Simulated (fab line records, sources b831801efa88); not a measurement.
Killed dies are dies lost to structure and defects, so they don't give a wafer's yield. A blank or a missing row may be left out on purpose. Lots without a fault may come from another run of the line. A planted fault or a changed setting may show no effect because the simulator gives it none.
Chamber matching | flow gf180mcu | GF_V5_ETCH_16 on rie_diel-03: 4 sister chambers
The step etches BARC in N2/H2. 4 wafers are shown with their chamber, then 7 later ones without.

WAFERS WITH THEIR CHAMBER
wafer  | chamber | throttle_valve_pct (%)
L666.2 | 1       | 13.077
L667.2 | 0       | 13.079
L668.3 | 2       | 13.069
L668.5 | 3       | 13.073

WAFERS WITHOUT THEIR CHAMBER
wafer  | throttle_valve_pct (%)
L668.6 | 13.071
L676.2 | 13.077
L676.4 | 13.083
L676.5 | 13.060
L678.2 | 13.078
L678.3 | 13.083
L678.4 | 13.065

WHICH CHAMBER EACH WENT THROUGH
wafer  | from the rows above               | in truth
L668.6 | can't be placed: 2 or 3 or 1 or 0 | 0
L676.2 | can't be placed: 1 or 0 or 3 or 2 | 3
L676.4 | can't be placed: 0 or 1 or 3      | 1
L676.5 | can't be placed: 2 or 3 or 1      | 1
L678.2 | can't be placed: 1 or 0 or 3 or 2 | 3
L678.3 | can't be placed: 0 or 1 or 3      | 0
L678.4 | can't be placed: 2 or 3 or 1      | 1
Placed correctly: 0 of 7. Can't be placed from these rows: 7 (the true chamber is among the candidates in 7). Placed wrongly: 0.
How it was worked out, from the rows above alone: a wafer's distance from a chamber is the root of the sum, over the readings, of the square of ((its reading less the chamber's mean) divided by the reading's scatter). The wafer belongs to the nearest chamber; if the next one is less than 2 further off, it can't be placed. A chamber's mean is the mean of its shown wafers. The scatter: with one shown wafer a chamber, the root of the mean of the squares of how far each hidden wafer lies from its nearest shown one.
